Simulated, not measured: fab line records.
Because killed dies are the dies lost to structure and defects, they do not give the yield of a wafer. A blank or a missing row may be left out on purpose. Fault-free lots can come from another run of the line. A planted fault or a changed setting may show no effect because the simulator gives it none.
A single fault, viewed from 2 desks    flow sky130    each desk has only its own numbers; what lay behind them comes last

== METROLOGY DESK ==
What the gauges read, lot by lot, whatever tool the lot ran on: means of the sampled wafers that have a number. If a lot's mean is further than 4 standard deviations from the usual mean, the lot is out of limits and carries the mark OUT (the distance appears in the brackets).
Columns: A = cd_nm at SKY_FIELD_ISO_CD_MEAS_13, usual 149.8 nm
lot   first seen here  A
L488  day 3 04:40      150.5
L489  day 3 09:20      149.6
L491  day 3 19:47      148.0
L493  day 4 03:55      148.3
L494  day 4 08:07      148.5
L495  day 4 15:28      150.1
L496  day 4 19:56      148.9
L497  day 5 01:17      152.5
L498  day 5 05:44      148.0
L505  day 6 18:52      150.2
L506  day 6 22:46      150.5
L507  day 7 04:01      147.4
Finding of this desk: none of the 12 lots has anything out of limits.

== TOOL OWNER'S DESK, implanter-01 ==
SKY_PWDE_IMPLANT_08, tool's own readings: per-lot mean of the sampled wafers with a number, covering each lot this tool ran. If a lot's mean is further than 4 standard deviations from the usual mean, the lot is out of limits and carries the mark OUT (the distance appears in the brackets).
Columns: A = beam_energy_keV at SKY_PWDE_IMPLANT_08, usual 150.01
lot   first seen here  A
L488  day 4 22:01      149.95
L493  day 5 22:37      149.96
L494  day 6 03:07      150.01
L495  day 6 11:14      175.92 (+99 or more) OUT
L496  day 6 18:01      175.86 (+99 or more) OUT
This desk's verdict: out of limits on L495, L496, starting with L495 at day 6 11:14 (beam_energy_keV at SKY_PWDE_IMPLANT_08). L488, L493, L494: within limits.

== TAKEN TOGETHER ==
The tool owner's desk had the chance to raise an alarm at day 6 11:14 on L495, L496.
Metrology desk: nothing out of limits seen.
The metrology desk holds a record of L495, L496, inside its limits.
Of the lots named, all ran SKY_PWDE_IMPLANT_08 on implanter-01.

== WHAT WAS PUT IN BY THE SIMULATOR ==
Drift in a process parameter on implanter-01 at SKY_PWDE_IMPLANT_08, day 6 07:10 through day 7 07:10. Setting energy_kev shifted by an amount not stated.
Struck lots among those shown: L495, L496.
Delay in hours, fault start to first out-of-limits reading, by desk: the tool owner's desk at 4.
